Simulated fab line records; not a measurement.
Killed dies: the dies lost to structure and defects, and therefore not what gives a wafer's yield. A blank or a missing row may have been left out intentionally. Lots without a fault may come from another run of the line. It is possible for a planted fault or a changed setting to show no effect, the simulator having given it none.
Which tool was responsible? ; flow gf180mcu ; 13 lots, 39 wafers sampled, at 6 steps of a route of 602

== WHAT EACH GAUGE READ, for each wafer ==
GF_MVSD_TW_MEAS_11.
lot;measured;on;MVSD_TW
L489;day 4 09:10;filmMetro-03;1599 1581 1585
L490;day 4 16:58;filmMetro-02;1574 1586 1586
L491;day 4 22:10;filmMetro-02;1573 1583 1578
L492;day 5 04:20;filmMetro-02;1655 1652 1661
L501;day 7 09:09;filmMetro-03;1585 1593 1590
L502;day 7 15:46;filmMetro-02;1644 1653 1648
L503;day 7 18:01;filmMetro-01;1601 1594 1602
L504;day 8 02:52;filmMetro-03;1603 1598 1600
L505;day 8 07:12;filmMetro-02;1594 1593 1586
L506;day 8 12:55;filmMetro-01;1579 1588 1582
L509;day 9 06:40;filmMetro-03;1598 1603 1597
L510;day 9 12:48;filmMetro-01;1577 1586 1581
L511;day 9 18:52;filmMetro-01;1582 1587 1583

GF_VT_IMPLANT_RS_MEAS_46: a four-point-probe measurement.
lot;measured;on;MVSD_RS (ohm/sq)
L489;day 7 12:08;filmMetro-01;453.9 456.8 455.9
L490;day 7 20:46;filmMetro-02;456.1 454.9 456.4
L491;day 8 03:37;filmMetro-03;457.0 457.2 456.9
L492;day 8 09:56;filmMetro-02;401.8 401.7 401.8
L501;day 10 21:49;filmMetro-03;457.6 458.3 458.1
L502;day 11 06:06;filmMetro-01;399.5 400.3 400.6
L503;day 11 10:52;filmMetro-01;456.7 454.9 458.1
L504;day 11 19:44;filmMetro-02;457.0 458.5 457.1
L505;day 11 23:04;filmMetro-02;457.8 457.3 457.4
L506;day 12 06:08;filmMetro-03;456.6 456.3 456.7
L509;day 13 03:53;filmMetro-01;456.1 456.2 456.6
L510;day 13 10:04;filmMetro-03;456.0 457.0 457.0
L511;day 13 16:08;filmMetro-01;455.2 455.7 455.7

GF_HV_LDD_OVL_MEAS_32.
lot;measured;on;HV_LDD_02_OVL (nm)
L489;day 11 11:08;overlay-02;1.2 0.4 1.6
L490;day 11 20:17;overlay-01;-1.5 -0.4 -1.3
L491;day 12 05:41;overlay-02;1.5 0.3 0.7
L492;day 12 09:38;overlay-02;-0.8 -1.5 -1.8
L501;day 15 14:14;overlay-01;-0.2 1.3 -0.4
L502;day 15 23:08;overlay-01;0.4 -0.7 -1.1
L503;day 16 06:35;overlay-01;1.2 -0.6 1.6
L504;day 16 20:29;overlay-02;0.5 2.1 0.9
L505;day 16 20:11;overlay-01;-1.3 -0.4 -1.1
L506;day 17 02:41;overlay-02;1.2 -0.6 0.5
L509;day 18 04:38;overlay-01;-1.2 -0.2 -0.7
L510;day 18 09:50;overlay-01;-0.4 -0.6 0.7
L511;day 18 17:11;overlay-02;2.6 2.3 1.2

GF_NSD_CD_MEAS_07: target cd 400 nm.
lot;measured;on;cdNm (nm)
L489;day 13 04:44;cdSem-02;399.2 398.1 398.7
L490;day 13 15:37;cdSem-02;403.1 400.8 401.0
L491;day 14 02:01;cdSem-02;400.1 399.6 400.9
L492;day 14 06:20;cdSem-01;398.2 398.6 397.3
L501;day 17 14:37;cdSem-01;400.8 399.0 401.0
L502;day 18 01:06;cdSem-01;399.0 399.5 399.8
L503;day 18 08:58;cdSem-02;396.8 397.7 397.7
L504;day 18 22:35;cdSem-02;396.9 394.8 396.9
L505;day 18 21:55;cdSem-02;396.8 400.0 397.8
L506;day 19 06:38;cdSem-01;399.4 401.0 399.2
L509;day 20 08:29;cdSem-01;398.0 396.6 398.5
L510;day 20 14:40;cdSem-01;399.9 400.1 399.9
L511;day 20 21:38;cdSem-01;399.3 398.3 400.6

GF_NSD_TW_MEAS_12.
lot;measured;on;NSD_TW
L489;day 13 05:17;filmMetro-03;4341 4318 4291
L490;day 13 16:10;filmMetro-04;4213 4251 4204
L491;day 14 02:34;filmMetro-04;4255 4264 4291
L492;day 14 06:53;filmMetro-01;4273 4250 4263
L501;day 17 15:10;filmMetro-01;4272 4269 4252
L502;day 18 01:38;filmMetro-03;4312 4299 4296
L503;day 18 09:32;filmMetro-04;4234 4223 4226
L504;day 18 23:08;filmMetro-01;4261 4257 4268
L505;day 18 22:28;filmMetro-03;4322 4308 4315
L506;day 19 07:10;filmMetro-01;4277 4269 4281
L509;day 20 09:02;filmMetro-04;4275 4270 4263
L510;day 20 15:13;filmMetro-01;4230 4258 4248
L511;day 20 22:10;filmMetro-04;4264 4247 4255

== WHAT TOOL EACH LOT RAN ON (gives the tool, then ch and the chambers of the sampled wafers, and finally the start) ==
lot;GF_MVSD_IMPLANT_09
L489;implanter-02 ch 0, day 4 08:56
L490;implanter-02 ch 0, day 4 16:43
L491;implanter-02 ch 0, day 4 21:55
L492;implanter-01 ch 0, day 5 03:47
L501;implanter-02 ch 0, day 7 08:54
L502;implanter-02 ch 0, day 7 15:06
L503;implanter-02 ch 0, day 7 17:46
L504;implanter-01 ch 0, day 8 02:38
L505;implanter-02 ch 0, day 8 06:57
L506;implanter-03 ch 0, day 8 12:41
L509;implanter-01 ch 0, day 9 06:26
L510;implanter-03 ch 0, day 9 12:33
L511;implanter-03 ch 0, day 9 18:38
- GF_MVSD_IMPLANT_09

== AS READ BY THE TOOLS THEMSELVES (means over the sampled wafers that have a number; for cases with no such wafer, the mark the record gives instead) ==
GF_MVSD_IMPLANT_09.
lot;tool;endStationPressureTorr (Torr)
L489;implanter-02;5.08e-06
L490;implanter-02;4.82e-06
L491;implanter-02;5.34e-06
L492;implanter-01;5.04e-06
L501;implanter-02;5.31e-06
L502;implanter-02;5.16e-06
L503;implanter-02;4.89e-06
L504;implanter-01;4.96e-06
L505;implanter-02;5.15e-06
L506;implanter-03;5.14e-06
L509;implanter-01;5.12e-06
L510;implanter-03;5.04e-06
L511;implanter-03;5.37e-06

== THE ANSWER, worked out from the rows above alone ==
Rule: the usual values come from the lots themselves. The widest of any qualifying gaps counts: lots, ordered by their means at a reading, are off when they make up no more than a third of the lots, leave a main group of 4 or more, and stand apart from it by 3 or more times the standard deviation of that group's means. A main group whose means are all the same, to the digits that the tables above print for the reading, isn't used. Also off: a lot with no number at a reading for which 4 or more lots have one. Any other lot the step has rows for is counted as sound. First the gauges in route order, then the tools' own readings, where a lot's mean is used as printed above. At the first step where some lot is off, the reading lying furthest off is the one used; lots without a number count as furthest.
Off: at GF_MVSD_TW_MEAS_11 (MVSD_TW), L492, L502. For the main group the mean is 1589 and the standard deviation 7.6.
If a tool, at a process step before that reading, ran all the lots that are off and no sound lot after the first of them, it fits. Those tools and the gauges at GF_MVSD_TW_MEAS_11 are tried in the same way. Not one of the candidates tried fits.

== WHAT HAD BEEN PUT IN BY THE SIMULATOR ==
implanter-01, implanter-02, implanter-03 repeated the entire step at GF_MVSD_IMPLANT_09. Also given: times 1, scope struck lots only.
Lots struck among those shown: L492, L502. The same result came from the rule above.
